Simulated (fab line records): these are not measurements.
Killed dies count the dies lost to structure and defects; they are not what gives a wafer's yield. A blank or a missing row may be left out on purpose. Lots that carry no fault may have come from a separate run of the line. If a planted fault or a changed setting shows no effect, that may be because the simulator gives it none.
fab line records    flow sky130    part 1 of 2: steps 1 to 25 of 35
record lots=5  wafers=15  last-day=50
route steps=708 shown METAL5@661 PASSIVATION@681 PAD_OPEN@694
lots with no fault: from the same line, run without faults
start-h: start of the lot's first displayed wafer, in hours after the record's first day    wait-h: hours elapsed since this lot's preceding step    " unchanged from the row above    L1.1+2: one row covering several wafers at once    - no value present, or no start provided    * or withheld: withheld    < > ~ a bound
route shown NAME@n: NAME is a module with steps in the file, n the number in the route of the first one    usual: mean and standard deviation over wafers with no fault    same: alike in all rows    chamber/n: place in a boat    sites: per-site readings    _std_site: their standard deviation    _edge_site: outer sites' mean less inner sites'    radius-mm: for every site, how far away it sits from the centre of the wafer    mask NAME#n: copy n    behind: the most recent tool/chamber to have shaped the wafer    hold: why the lot went on hold/how many hours it stayed there/how the hold came to an end    device: the n, p or np transistor that did not switch    end of line: tests of these same wafers at the route's end    where a step has no rows: the recipe by itself    killed: dies that structure and defects cost at the first sort, which is not the same as the wafer's yield    map: the dies of a wafer, with x for killed, . for not killed, _ for no die there
set.NAME: the setting as run; set.NAME@STEP: as run at that earlier step    model.NAME: the simulator's own value behind a step, which no gauge read
lots seen at some steps along the route; tables by step, rows by wafer
services: a tool's chamber out of use, with start hour (start-h, from the record's first day; less than 0 if before it), hours out, and reason
## steps
# step SKY_METAL5_SPUTTER_00
# recipe material=Ti  target-thk-nm=15  power-w=3000  time-s=10  chamber-pressure-pa=0.4
# usual throttle-valve-pct=30.5/0.94
lot.wafer  tool            chamber  start-h  wait-h  throttle-valve-pct
L077.1     pvd-sputter-01  -        1035.18  0.2     29.0
L077.3     "               -        "        "       29.3
L077.4     "               -        "        "       31.0
L080.1     pvd-sputter-03  -        1048.43  0.2     29.7
L080.2     "               -        "        "       30.6
L080.3     "               -        "        "       32.9
L084.2     pvd-sputter-01  -        1076.40  0.1     28.9
L084.3     "               -        "        "       29.5
L084.4     "               -        "        "       31.2
L086.1     pvd-sputter-01  -        1084.52  0.1     29.6
L086.3     "               -        "        "       29.1
L086.4     "               -        "        "       30.6
L096.1     pvd-sputter-03  -        1144.40  0.2     30.6
L096.2     "               -        "        "       29.6
L096.3     "               -        "        "       32.7
# step SKY_METAL5_SPUTTER_01
# recipe material=TiN  target-thk-nm=20  power-w=6500  time-s=16.7  chamber-pressure-pa=0.4
# usual throttle-valve-pct=30.5/0.97
lot.wafer  tool            chamber  start-h  wait-h  throttle-valve-pct
L077.1     pvd-sputter-01  -        1035.21  0.0     29.0
L077.3     "               -        "        "       29.5
L077.4     "               -        "        "       31.1
L080.1     pvd-sputter-03  -        1048.46  0.0     29.7
L080.2     "               -        "        "       30.8
L080.3     "               -        "        "       33.1
L084.2     pvd-sputter-01  -        1076.42  0.0     29.1
L084.3     "               -        "        "       29.8
L084.4     "               -        "        "       31.1
L086.1     pvd-sputter-01  -        1084.55  0.0     29.6
L086.3     "               -        "        "       29.4
L086.4     "               -        "        "       30.9
L096.1     pvd-sputter-03  -        1144.42  0.0     30.6
L096.2     "               -        "        "       29.4
L096.3     "               -        "        "       33.1
# step SKY_METAL5_SPUTTER_02
# recipe material=AlCu  target-thk-nm=1150  power-w=10600  time-s=61.2  chamber-pressure-pa=0.4
# usual throttle-valve-pct=30.5/0.94
lot.wafer  tool            chamber  start-h  wait-h  throttle-valve-pct
L077.1     pvd-sputter-01  -        1035.23  0.0     28.9
L077.3     "               -        "        "       29.6
L077.4     "               -        "        "       31.4
L080.1     pvd-sputter-03  -        1048.48  0.0     29.5
L080.2     "               -        "        "       30.5
L080.3     "               -        "        "       33.2
L084.2     pvd-sputter-01  -        1076.45  0.0     29.1
L084.3     "               -        "        "       29.6
L084.4     "               -        "        "       31.1
L086.1     pvd-sputter-01  -        1084.57  0.0     29.7
L086.3     "               -        "        "       29.3
L086.4     "               -        "        "       30.8
L096.1     pvd-sputter-03  -        1144.45  0.0     30.6
L096.2     "               -        "        "       30.0
L096.3     "               -        "        "       33.0
# step SKY_METAL5_SPUTTER_03
# recipe material=Ti  target-thk-nm=5  power-w=3039  time-s=3.3  chamber-pressure-pa=0.4
# usual throttle-valve-pct=30.5/0.93
lot.wafer  tool            chamber  start-h  wait-h  throttle-valve-pct
L077.1     pvd-sputter-01  -        1035.28  0.0     29.1
L077.3     "               -        "        "       29.6
L077.4     "               -        "        "       31.3
L080.1     pvd-sputter-03  -        1048.53  0.0     29.4
L080.2     "               -        "        "       30.7
L080.3     "               -        "        "       32.8
L084.2     pvd-sputter-01  -        1076.50  0.0     29.0
L084.3     "               -        "        "       29.7
L084.4     "               -        "        "       31.2
L086.1     pvd-sputter-01  -        1084.62  0.0     29.5
L086.3     "               -        "        "       29.2
L086.4     "               -        "        "       30.8
L096.1     pvd-sputter-03  -        1144.50  0.0     30.3
L096.2     "               -        "        "       29.5
L096.3     "               -        "        "       32.9
# step SKY_METAL5_SPUTTER_04
# recipe material=TiN  target-thk-nm=70  power-w=6500  time-s=58.3  chamber-pressure-pa=0.4
# usual throttle-valve-pct=30.5/0.94
lot.wafer  tool            chamber  start-h  wait-h  throttle-valve-pct
L077.1     pvd-sputter-01  -        1035.30  0.0     29.2
L077.3     "               -        "        "       29.7
L077.4     "               -        "        "       31.1
L080.1     pvd-sputter-03  -        1048.55  0.0     29.4
L080.2     "               -        "        "       30.4
L080.3     "               -        "        "       33.2
L084.2     pvd-sputter-01  -        1076.52  0.0     29.0
L084.3     "               -        "        "       29.8
L084.4     "               -        "        "       31.3
L086.1     pvd-sputter-01  -        1084.64  0.0     29.6
L086.3     "               -        "        "       29.1
L086.4     "               -        "        "       30.7
L096.1     pvd-sputter-03  -        1144.52  0.0     30.5
L096.2     "               -        "        "       29.5
L096.3     "               -        "        "       32.8
# step SKY_METAL5_RS_MEAS_05
# recipe thk-meas-gauge=four-point-probe  reads=TiN_of_METAL5_SPUTTER_04+Ti_of_METAL5_SPUTTER_03+AlCu_of_METAL5_SPUTTER_02+TiN_of_METAL5_SPUTTER_01+Ti_of_METAL5_SPUTTER_00
# usual METAL5_ALCU_RS=0.02711/0.0003
lot.wafer  tool           chamber  start-h  wait-h  METAL5_ALCU_RS[ohm/sq]
L077.1     film-metro-02  -        1035.35  0.0     0.027
L077.3     "              -        "        "       0.02649
L077.4     "              -        "        "       0.02703
L080.1     film-metro-01  -        1048.60  0.0     0.02719
L080.2     "              -        "        "       0.02731
L080.3     "              -        "        "       0.02747
L084.2     film-metro-01  -        1076.59  0.0     0.02668
L084.3     "              -        "        "       0.02629
L084.4     "              -        "        "       0.0266
L086.1     film-metro-03  -        1084.69  0.0     0.02689
L086.3     "              -        "        "       0.02723
L086.4     "              -        "        "       0.02705
L096.1     film-metro-01  -        1144.57  0.0     0.02735
L096.2     "              -        "        "       0.02738
L096.3     "              -        "        "       0.02767
# step SKY_METAL5_THK_MEAS_06
# recipe thk-meas-gauge=xrf  reads=AlCu_of_METAL5_SPUTTER_02
# usual METAL5_ALCU_THK=1126/16
lot.wafer  tool           chamber  start-h  wait-h  METAL5_ALCU_THK[nm]
L077.1     film-metro-02  -        1035.47  0.1     1137
L077.3     "              -        "        "       1173
L077.4     "              -        "        "       1143
L080.1     film-metro-01  -        1048.72  0.1     1111
L080.2     "              -        "        "       1099
L080.3     "              -        "        "       1109
L084.2     film-metro-01  -        1076.70  0.1     1145
L084.3     "              -        "        "       1160
L084.4     "              -        "        "       1145
L086.1     film-metro-03  -        1084.81  0.1     1135
L086.3     "              -        "        "       1117
L086.4     "              -        "        "       1133
L096.1     film-metro-01  -        1144.69  0.1     1100
L096.2     "              -        "        "       1111
L096.3     "              -        "        "       1089
# step SKY_METAL5_DEHYDRATE_07
# recipe temp-c=200  time-s=60
# usual exhaust-pa=44.8/0.8
lot.wafer  tool            chamber  start-h  wait-h  exhaust-pa
L077.1     litho-track-04  0        1045.88  10.4    44.7
L077.3     "               0        "        "       45.3
L077.4     "               0        "        "       44.0
L080.1     litho-track-01  0        1058.94  10.2    44.7
L080.2     "               0        "        "       44.9
L080.3     "               0        "        "       45.2
L084.2     litho-track-01  0        1085.97  9.3     45.7
L084.3     "               0        "        "       45.4
L084.4     "               0        "        "       44.9
L086.1     litho-track-01  0        1094.59  9.8     44.9
L086.3     "               0        "        "       45.1
L086.4     "               0        "        "       44.7
L096.1     litho-track-02  0        1152.64  7.9     44.7
L096.2     "               0        "        "       45.4
L096.3     "               0        "        "       44.3
# step SKY_METAL5_HMDS_08
# recipe prime-time-s=60  prime-temp-c=120
# usual exhaust-pa=45.1/0.99
# same prime-time-s=60
lot.wafer  tool            chamber  start-h  wait-h  exhaust-pa
L077.1     litho-track-04  0        1046.03  0.1     45.1
L077.3     "               0        "        "       44.5
L077.4     "               0        "        "       45.4
L080.1     litho-track-01  0        1059.09  0.1     43.6
L080.2     "               0        "        "       44.4
L080.3     "               0        "        "       44.5
L084.2     litho-track-01  0        1086.12  0.1     45.9
L084.3     "               0        "        "       44.5
L084.4     "               0        "        "       45.3
L086.1     litho-track-01  0        1094.74  0.1     45.4
L086.3     "               0        "        "       44.5
L086.4     "               0        "        "       44.3
L096.1     litho-track-02  0        1152.79  0.1     45.1
L096.2     "               0        "        "       45.0
L096.3     "               0        "        "       45.9
# step SKY_METAL5_COAT_09
# recipe resist=NOVOLAK  spin-rpm=3000  resist-thk-nm=1800
# usual exhaust-pa=44.8/0.83
lot.wafer  tool            chamber  start-h  wait-h  exhaust-pa
L077.1     litho-track-04  0        1046.18  0.1     44.4
L077.3     "               0        "        "       45.6
L077.4     "               0        "        "       45.8
L080.1     litho-track-01  0        1059.24  0.1     45.2
L080.2     "               0        "        "       45.2
L080.3     "               0        "        "       45.1
L084.2     litho-track-01  0        1086.27  0.1     44.7
L084.3     "               0        "        "       44.8
L084.4     "               0        "        "       44.6
L086.1     litho-track-01  0        1094.89  0.1     45.6
L086.3     "               0        "        "       45.4
L086.4     "               0        "        "       46.0
L096.1     litho-track-02  0        1152.94  0.1     44.2
L096.2     "               0        "        "       46.3
L096.3     "               0        "        "       46.5
# step SKY_METAL5_SOFTBAKE_10
# recipe temp-c=90  time-s=58.65  resist=NOVOLAK
# usual exhaust-pa=45.1/0.88
lot.wafer  tool            chamber  start-h  wait-h  exhaust-pa
L077.1     litho-track-04  0        1046.33  0.1     43.9
L077.3     "               0        "        "       44.2
L077.4     "               0        "        "       44.1
L080.1     litho-track-01  0        1059.39  0.1     44.9
L080.2     "               0        "        "       45.6
L080.3     "               0        "        "       45.2
L084.2     litho-track-01  0        1086.42  0.1     44.8
L084.3     "               0        "        "       44.0
L084.4     "               0        "        "       45.3
L086.1     litho-track-01  0        1095.04  0.1     45.2
L086.3     "               0        "        "       46.6
L086.4     "               0        "        "       45.6
L096.1     litho-track-02  0        1153.09  0.1     46.3
L096.2     "               0        "        "       44.8
L096.3     "               0        "        "       46.2
# step SKY_METAL5_EXPOSE_11
# recipe mask-id=MM5  na=0.6  source-shape=conventional  sigma-outer=0.6  polarization=unpolarized  target-cd-nm=1600  dose-mj=190
lot.wafer   tool              chamber  start-h  wait-h  mask
L077.1+3+4  iline-stepper-01  0        -        -       MM5#0
L080.1+2+3  iline-stepper-01  0        -        -       MM5#0
L084.2+3+4  iline-stepper-02  0        -        -       MM5#0
L086.1+3+4  iline-stepper-02  0        -        -       MM5#0
L096.1+2+3  iline-stepper-01  0        -        -       MM5#0
# step SKY_METAL5_PEB_12
# recipe temp-c=withheld  time-s=*  resist=NOVOLAK
# usual exhaust-pa=44.7/0.91
lot.wafer  tool            chamber  start-h  wait-h  exhaust-pa
L077.1     litho-track-02  0        -        -       44.2
L077.3     "               0        "        "       45.0
L077.4     "               0        "        "       44.3
L080.1     litho-track-01  0        -        -       45.3
L080.2     "               0        "        "       43.9
L080.3     "               0        "        "       43.7
L084.2     litho-track-02  0        -        -       44.7
L084.3     "               0        "        "       46.3
L084.4     "               0        "        "       43.7
L086.1     litho-track-02  0        -        -       45.2
L086.3     "               0        "        "       43.5
L086.4     "               0        "        "       43.1
L096.1     litho-track-02  0        -        -       45.5
L096.2     "               0        "        "       44.2
L096.3     "               0        "        "       44.1
# step SKY_METAL5_DEVELOP_13
# recipe resist=NOVOLAK  developer=TMAH  develop-time-s=60  dev-temp-c=23
# usual exhaust-pa=44.8/0.9
lot.wafer  tool            chamber  start-h  wait-h  exhaust-pa
L077.1     litho-track-02  0        1056.69  0.1     46.7
L077.3     "               0        "        "       44.8
L077.4     "               0        "        "       46.7
L080.1     litho-track-01  0        1070.14  0.1     44.8
L080.2     "               0        "        "       44.7
L080.3     "               0        "        "       43.9
L084.2     litho-track-02  0        1096.26  0.1     44.6
L084.3     "               0        "        "       44.3
L084.4     "               0        "        "       44.0
L086.1     litho-track-02  0        1105.24  0.1     44.4
L086.3     "               0        "        "       45.4
L086.4     "               0        "        "       45.5
L096.1     litho-track-02  0        1160.24  0.1     44.5
L096.2     "               0        "        "       46.2
L096.3     "               0        "        "       45.3
# step SKY_METAL5_DESCUM_14
# recipe chemistry=O2  source-power-w=150  bias-power-w=0  pressure-mtorr=10  temp-c=40  time-s=11
# usual drypump-motor-current-A=5.4/0.36  oes-product-au=1.008/0.016
lot.wafer  tool          chamber  start-h  wait-h  drypump-motor-current-A  oes-product-au  rf-hours-counter-h
L077.1     rie-metal-04  1        1056.84  0.1     5.5                      1.010           12
L077.3     "             0        "        "       5.6                      1.019           -
L077.4     "             1        "        "       5.5                      1.002           -
L080.1     rie-metal-04  0        1070.29  0.1     5.6                      1.015           17
L080.2     "             1        "        "       5.6                      1.007           13
L080.3     "             0        "        "       5.6                      1.018           -
L084.2     rie-metal-01  1        1096.39  0.1     5.7                      1.007           18
L084.3     "             0        "        "       5.1                      0.996           -
L084.4     "             1        "        "       5.6                      1.013           -
L086.1     rie-metal-03  1        1105.39  0.1     4.8                      0.980           23
L086.3     "             1        "        "       4.7                      0.986           -
L086.4     "             0        "        "       5.7                      1.022           -
L096.1     rie-metal-03  0        1160.39  0.1     5.7                      1.018           27
L096.2     "             0        "        "       5.7                      1.025           -
L096.3     "             0        "        "       5.7                      1.021           -
# step SKY_METAL5_METAL_ETCH_15
# recipe target-depth-a=12600  stop-on=SiO2  over-etch-frac=0.2  time-s=252  chemistry=Cl2/BCl3  resist-sidewall-deg=86  pressure-mtorr=10  icp-w=900  bias-w=48.5  Cl2_flow_sccm=60  bcl3-flow-sccm=30
# usual drypump-motor-current-A=5.4/0.37  mfc-cl2-sccm=59.96/0.2  oes-product-au=0.894/0.0053  throttle-valve-pct=22.263/0.0089
lot.wafer  tool          chamber  start-h  wait-h  drypump-motor-current-A  mfc-cl2-sccm  oes-product-au  rf-hours-counter-h  throttle-valve-pct
L077.1     rie-metal-04  1        1056.87  0.0     5.6                      60.02         0.894           12                  22.264
L077.3     "             0        "        "       5.6                      59.73         0.897           -                   22.240
L077.4     "             1        "        "       5.5                      60.47         0.901           -                   22.263
L080.1     rie-metal-04  0        1070.32  0.0     5.6                      60.04         0.897           17                  22.267
L080.2     "             1        "        "       5.6                      59.98         0.894           13                  22.264
L080.3     "             0        "        "       5.6                      60.08         0.894           -                   22.262
L084.2     rie-metal-01  1        1096.42  0.0     5.6                      59.97         0.894           18                  22.267
L084.3     "             0        "        "       5.1                      59.99         0.896           -                   22.264
L084.4     "             1        "        "       5.7                      60.13         0.895           -                   22.272
L086.1     rie-metal-03  1        1105.42  0.0     4.7                      59.62         0.901           23                  22.263
L086.3     "             1        "        "       4.8                      59.97         0.893           -                   22.263
L086.4     "             0        "        "       5.7                      60.13         0.895           -                   22.265
L096.1     rie-metal-03  0        1160.46  0.1     5.7                      59.99         0.902           27                  22.258
L096.2     "             0        "        "       5.7                      59.95         0.900           -                   22.253
L096.3     "             0        "        "       5.7                      59.96         0.893           -                   22.271
# step SKY_METAL5_STRIP_16
# recipe chemistry=O2/N2  power-w=1400  pressure-mtorr=1500  platen-temp-c=withheld  o2-flow-sccm=3000  n2-flow-sccm=300  overash-fraction=0.5
# usual drypump-motor-current-A=5.8/0.38  oes-product-au=0.710/0.0044  strip-time-to-endpoint-s=12.98/0.18
lot.wafer  tool             chamber  start-h  wait-h  drypump-motor-current-A  oes-product-au  rf-hours-counter-h  strip-time-to-endpoint-s
L077.1     plasma-asher-02  1        1057.11  0.2     5.6                      0.705           81                  13.10
L077.3     "                0        "        "       5.5                      0.711           -                   12.78
L077.4     "                1        "        "       5.6                      0.710           -                   12.96
L080.1     plasma-asher-04  0        1070.56  0.2     6.2                      0.713           27                  12.92
L080.2     "                1        "        "       6.3                      0.711           27                  13.08
L080.3     "                1        "        "       6.3                      0.709           -                   12.88
L084.2     plasma-asher-04  0        1096.66  0.2     6.3                      0.712           30                  12.83
L084.3     "                1        "        "       6.3                      0.718           -                   12.92
L084.4     "                0        "        "       6.2                      0.712           -                   12.89
L086.1     plasma-asher-04  1        1105.66  0.2     6.3                      0.704           31                  13.38
L086.3     "                0        "        "       6.2                      0.712           -                   13.29
L086.4     "                1        "        "       6.3                      0.710           -                   12.99
L096.1     plasma-asher-02  0        1160.93  0.4     5.6                      0.707           88                  12.77
L096.2     "                1        "        "       5.6                      0.710           88                  12.73
L096.3     "                1        "        "       5.6                      0.710           -                   12.77
# step SKY_METAL5_STRIP_17
# recipe chemistry=post-etch-residue-remover  time-s=1200  temp-c=72.5
lot.wafer   tool          chamber  start-h  wait-h
L077.1+3+4  wet-bench-03  1        1057.21  0.1
L080.1+2+3  wet-bench-02  0        1070.66  0.1
L084.2+3+4  wet-bench-03  2        1096.76  0.1
L086.1+3+4  wet-bench-01  2        1105.77  0.1
L096.1+2+3  wet-bench-03  0        1161.04  0.1
# step SKY_METAL5_CLEAN_18
# recipe chemistry=IPA  time-s=180  temp-c=25
lot.wafer   tool          chamber  start-h  wait-h
L077.1+3+4  wet-bench-01  3        1057.55  0.0
L080.1+2+3  wet-bench-01  1        1071.00  0.0
L084.2+3+4  wet-bench-01  3        1097.13  0.0
L086.1+3+4  wet-bench-02  2        1106.14  0.0
L096.1+2+3  wet-bench-01  0        1161.43  0.1
# step SKY_METAL5_CLEAN_19
# recipe chemistry=O3/DIW  dry=n2-spin
lot.wafer   tool          chamber  start-h  wait-h
L077.1+3+4  wet-bench-02  2        1057.61  0.0
L080.1+2+3  wet-bench-01  0        1071.06  0.0
L084.2+3+4  wet-bench-02  3        1097.19  0.0
L086.1+3+4  wet-bench-03  3        1106.24  0.0
L096.1+2+3  wet-bench-01  3        1161.49  0.0
# step SKY_PASSIVATION_CVD_00
# recipe material=SiO2  target-thk-nm=90  temp-c=400  time-s=withheld  rf-w=600
# usual heater-power-outer-w=408/84  heater-power-w=705/130
lot.wafer  tool      chamber  start-h  wait-h  heater-power-outer-w  heater-power-w
L077.1     pecvd-04  2        1057.70  0.0     580                   964
L077.3     "         0        "        "       309                   518
L077.4     "         1        "        "       339                   618
L080.1     pecvd-02  2        1071.15  0.0     362                   664
L080.2     "         1        "        "       459                   763
L080.3     "         1        "        "       441                   776
L084.2     pecvd-03  2        1097.28  0.0     340                   573
L084.3     "         1        "        "       434                   680
L084.4     "         1        "        "       424                   671
L086.1     pecvd-04  1        1106.33  0.0     370                   658
L086.3     "         0        "        "       326                   573
L086.4     "         1        "        "       381                   649
L096.1     pecvd-04  0        1161.58  0.0     343                   586
L096.2     "         2        "        "       565                   915
L096.3     "         1        "        "       357                   629
# step SKY_PASSIVATION_THK_MEAS_01
# recipe reads=SiO2_of_PASSIVATION_CVD_00
# usual PASSIVATION_CVD_00_THK=89.6/1.2
lot.wafer  tool           chamber  start-h  wait-h  PASSIVATION_CVD_00_THK[nm]
L077.1     film-metro-02  -        1057.73  -       89.0
L077.3     "              -        "        "       88.1
L077.4     "              -        "        "       89.5
L080.1     film-metro-03  -        1071.18  -       88.7
L080.2     "              -        "        "       89.6
L080.3     "              -        "        "       89.5
L084.2     film-metro-02  -        1097.32  -       88.2
L084.3     "              -        "        "       87.4
L084.4     "              -        "        "       89.0
L086.1     film-metro-02  -        1106.36  -       89.5
L086.3     "              -        "        "       88.3
L086.4     "              -        "        "       90.1
L096.1     film-metro-03  -        1161.60  -       87.2
L096.2     "              -        "        "       87.9
L096.3     "              -        "        "       87.9
# step SKY_PASSIVATION_CVD_02
# recipe material=Si3N4  target-thk-nm=540  temp-c=400  time-s=withheld  rf-w=450
# usual heater-power-outer-w=443/75  heater-power-w=749/120
lot.wafer  tool      chamber  start-h  wait-h  heater-power-outer-w  heater-power-w
L077.1     pecvd-02  1        1057.79  0.1     465                   794
L077.3     "         2        "        "       403                   680
L077.4     "         2        "        "       411                   715
L080.1     pecvd-03  2        1071.24  0.1     444                   689
L080.2     "         0        "        "       334                   645
L080.3     "         1        "        "       420                   683
L084.2     pecvd-02  0        1097.37  0.0     592                   999
L084.3     "         1        "        "       452                   777
L084.4     "         0        "        "       597                   1020
L086.1     pecvd-03  1        1106.42  0.1     436                   697
L086.3     "         0        "        "       397                   712
L086.4     "         1        "        "       466                   716
L096.1     pecvd-02  0        1161.66  0.1     609                   1025
L096.2     "         1        "        "       448                   756
L096.3     "         2        "        "       367                   676
# step SKY_PASSIVATION_THK_MEAS_03
# recipe reads=Si3N4_of_PASSIVATION_CVD_02
# usual PASSIVATION_CVD_02_THK=542/9
lot.wafer  tool           chamber  start-h  wait-h  PASSIVATION_CVD_02_THK[nm]
L077.1     film-metro-04  -        1058.01  -       555
L077.3     "              -        "        "       554
L077.4     "              -        "        "       559
L080.1     film-metro-03  -        1071.47  -       539
L080.2     "              -        "        "       531
L080.3     "              -        "        "       543
L084.2     film-metro-03  -        1097.60  -       537
L084.3     "              -        "        "       555
L084.4     "              -        "        "       545
L086.1     film-metro-03  -        1106.64  -       539
L086.3     "              -        "        "       534
L086.4     "              -        "        "       549
L096.1     film-metro-04  -        1161.89  -       540
L096.2     "              -        "        "       547
L096.3     "              -        "        "       546
# step SKY_PASSIVATION_DEHYDRATE_04
# recipe temp-c=200  time-s=60
# usual exhaust-pa=45.0/1.1
lot.wafer  tool            chamber  start-h  wait-h  exhaust-pa
L077.1     litho-track-03  0        1068.35  10.3    45.4
L077.3     "               0        "        "       45.5
L077.4     "               0        "        "       45.5
L080.1     litho-track-02  0        1081.09  9.6     44.0
L080.2     "               0        "        "       44.0
L080.3     "               0        "        "       44.2
L084.2     litho-track-02  0        1107.01  9.4     44.7
L084.3     "               0        "        "       45.4
L084.4     "               0        "        "       44.9
L086.1     litho-track-03  0        1116.10  9.5     45.6
L086.3     "               0        "        "       46.2
L086.4     "               0        "        "       46.5
L096.1     litho-track-03  0        1169.00  7.1     44.8
L096.2     "               0        "        "       44.7
L096.3     "               0        "        "       44.3
